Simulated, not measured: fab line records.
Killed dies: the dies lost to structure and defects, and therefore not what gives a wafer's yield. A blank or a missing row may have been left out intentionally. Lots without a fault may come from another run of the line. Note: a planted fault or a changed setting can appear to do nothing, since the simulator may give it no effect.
Check for tools in common    flow gf180mcu    Sampled: 13 lots, 39 wafers

== REASON FOR OPENING ==
On 4 of the 13 lots, a flag is raised at GF_HV_LDD_CD_MEAS_19 on the reading cd-nm. Wafers without a fault read 401.9 nm, standard deviation 2.6.
Rule: flag the lot when none of its wafers has a number, or when each of its wafers that has one lies beyond 4 standard deviations from that mean. All remaining lots are regarded as sound.

lot   measured      on         cd-nm (nm), wafer by wafer  flag
L251  day 11 07:14  cd-sem-01  399.6 401.2 401.4           
L252  day 11 08:29  cd-sem-01  401.1 404.1 404.1           
L253  day 11 19:54  cd-sem-02  405.0 404.8 407.1           
L256  day 12 08:34  cd-sem-02  401.3 402.4 402.3           
L259  day 13 08:01  cd-sem-01  404.6 401.5 402.4           
L261  day 13 17:53  cd-sem-02  402.5 403.3 401.7           
L265  day 15 01:59  cd-sem-01  404.7 403.6 403.3           
L264  day 15 02:05  cd-sem-02  382.0 381.5 381.8           FLAGGED
L266  day 15 14:17  cd-sem-01  379.4 378.7 376.6           FLAGGED
L267  day 15 21:01  cd-sem-02  381.1 381.9 385.1           FLAGGED
L271  day 17 07:18  cd-sem-02  382.8 382.6 381.1           FLAGGED
L272  day 17 07:34  cd-sem-02  406.0 403.2 402.4           
L273  day 17 14:40  cd-sem-01  406.5 407.9 405.8           
On average the flagged lots' numbers are 381.2 nm, which is -20.7 nm against the usual, or -8 standard deviations.

== EACH LOT AND THE TOOL IT RAN ON ==
2 process steps preceding the reading are held in the record, out of 602 steps in the route. Cell contents, in order: the tool; ch with the chambers the sampled wafers went through; the start.
lot   flag     GF_VT_IMPLANT_STRIP_42                GF_HV_LDD_EXPOSE_16
L251           plasma-asher-04 ch 0,1, day 8 00:41   iline-stepper-02 ch 0, day 10 22:14
L252           plasma-asher-04 ch 0,1, day 8 02:39   iline-stepper-02 ch 0, day 10 23:02
L253           plasma-asher-01 ch 0, day 8 08:56     iline-stepper-02 ch 0, day 11 11:12
L256           plasma-asher-01 ch 0,1, day 8 23:10   iline-stepper-02 ch 0, day 11 22:55
L259           plasma-asher-01 ch 0,1, day 9 20:05   iline-stepper-02 ch 0, day 12 23:07
L261           plasma-asher-04 ch 0,1, day 10 06:53  iline-stepper-01 ch 0, day 13 08:29
L265           plasma-asher-02 ch 0,1, day 11 08:31  iline-stepper-01 ch 0, day 14 15:48
L264  FLAGGED  plasma-asher-01 ch 0,1, day 11 04:45  iline-stepper-02 ch 0, day 14 16:07
L266  FLAGGED  plasma-asher-01 ch 0,1, day 11 17:34  iline-stepper-02 ch 0, day 15 04:45
L267  FLAGGED  plasma-asher-04 ch 0,1, day 11 22:56  iline-stepper-02 ch 0, day 15 10:48
L271  FLAGGED  plasma-asher-02 ch 0,1, day 13 04:14  iline-stepper-02 ch 0, day 16 20:20
L272           plasma-asher-01 ch 0,1, day 13 07:58  iline-stepper-01 ch 0, day 16 20:41
L273           plasma-asher-01 ch 0,1, day 13 15:43  iline-stepper-01 ch 0, day 17 03:17
What these steps do:
- GF_VT_IMPLANT_STRIP_42: strips in O2/N2.
- GF_HV_LDD_EXPOSE_16: exposes mask Pplus LV AREA, target cd 400 nm.
- GF_HV_LDD_CD_MEAS_19: target cd 400 nm.

== FLAGGED OVER TOTAL, TOOL BY TOOL (the gauges that took the reading come last) ==
step                    tool              lots run  flagged  share of the flagged lots  sound lots run after its first flagged lot
GF_VT_IMPLANT_STRIP_42  plasma-asher-01   7         2        some                       2 (L272,L273)
GF_VT_IMPLANT_STRIP_42  plasma-asher-02   2         1        some                       0
GF_VT_IMPLANT_STRIP_42  plasma-asher-04   4         1        some                       0
GF_HV_LDD_EXPOSE_16     iline-stepper-01  4         0        none                       -
GF_HV_LDD_EXPOSE_16     iline-stepper-02  9         4        all                        0
GF_HV_LDD_CD_MEAS_19    cd-sem-01         6         1        some                       1 (L273)
GF_HV_LDD_CD_MEAS_19    cd-sem-02         7         3        some                       1 (L272)

== WHAT THE TABLE PERMITS ==
Rows of the table that ran each flagged lot: 1, that is iline-stepper-02 at GF_HV_LDD_EXPOSE_16.
- iline-stepper-02 at GF_HV_LDD_EXPOSE_16: 4 of its 9 lots flagged. A fault beginning between L259 (day 12 23:07), its last sound lot, and L264 (day 14 16:07), its first flagged one, fits the data. Its own readings (exposure-dose-mJ-cm2) fall more than 4 standard deviations out on all wafers of the flagged lots.
Just one tool remains: iline-stepper-02 at GF_HV_LDD_EXPOSE_16.

== WHAT WAS PUT IN BY THE SIMULATOR ==
Process parameters drifting: iline-stepper-02 at GF_HV_LDD_EXPOSE_16, beginning at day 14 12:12. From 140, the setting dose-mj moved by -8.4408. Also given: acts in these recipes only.
Lots struck among those shown: L264, L266, L267, L271. This agrees with what the rule above found.
